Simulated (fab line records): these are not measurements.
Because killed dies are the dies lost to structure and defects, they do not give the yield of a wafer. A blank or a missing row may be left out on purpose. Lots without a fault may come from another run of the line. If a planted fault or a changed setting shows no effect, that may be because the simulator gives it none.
The tool behind it: which one? + flow sfq line + 7 lots with 21 wafers sampled at 2 steps, on a route of 325 steps

WHAT EACH GAUGE READ, for each wafer
SFQ_JJ_OVL_MEAS_931.
| lot  | measured     | on         | J5_OVL (nm) |
|------|--------------|------------|-------------|
| L418 | day 59 00:33 | overlay-01 | -4 0 -4     |
| L421 | day 60 02:58 | overlay-01 | 2 2 1       |
| L423 | day 62 07:52 | overlay-01 | -9 -3 3     |
| L425 | day 62 19:41 | overlay-01 | -3 -3 -3    |
| L427 | day 63 05:07 | overlay-02 | -6 2 -1     |
| L433 | day 65 09:13 | overlay-02 | -1 2 6      |
| L436 | day 67 07:01 | overlay-02 | 106 103 97  |

WHAT TOOL EACH LOT RAN ON (gives the tool, then ch and the chambers of the sampled wafers, and finally the start)
| lot  | SFQ_TRILAYER_JJ_CE_LITHO_EXPOSE_115 |
|------|-------------------------------------|
| L418 | krf scanner-02 ch 0, day 58 23:03   |
| L421 | krf scanner-02 ch 0, day 60 01:51   |
| L423 | krf scanner-01 ch 0, day 62 06:22   |
| L425 | krf scanner-01 ch 0, day 62 18:34   |
| L427 | krf scanner-01 ch 0, day 63 03:59   |
| L433 | krf scanner-02 ch 0, day 65 08:06   |
| L436 | krf scanner-02 ch 0, day 67 05:31   |
- SFQ_TRILAYER_JJ_CE_LITHO_EXPOSE_115: exposes mask J5, target cd 700 nm.

THE ANSWER, worked out from the rows above alone
Rule: the usual values come from the lots themselves. The widest of any qualifying gaps counts: lots, ordered by their means at a reading, are off when they make up no more than a third of the lots, leave a main group of 4 or more, and stand apart from it by 3 or more times the standard deviation of that group's means. A main group is skipped when, at the precision printed for the reading in the tables above, its means are all equal. Also off: a lot with no number at a reading for which 4 or more lots have one. Any other lot the step has rows for is counted as sound.
Off: at SFQ_JJ_OVL_MEAS_931 (J5_OVL), L436. Mean -1 nm and standard deviation 2.2 in the main group.
If a tool, at a process step before that reading, ran all the lots that are off and no sound lot after the first of them, it fits. Those tools and the gauges at SFQ_JJ_OVL_MEAS_931 are tried in the same way. This does not decide it: 2 tools fit, namely krf scanner-02 at SFQ_TRILAYER_JJ_CE_LITHO_EXPOSE_115 and overlay-02 at SFQ_JJ_OVL_MEAS_931.

WHAT THE SIMULATOR PUT IN
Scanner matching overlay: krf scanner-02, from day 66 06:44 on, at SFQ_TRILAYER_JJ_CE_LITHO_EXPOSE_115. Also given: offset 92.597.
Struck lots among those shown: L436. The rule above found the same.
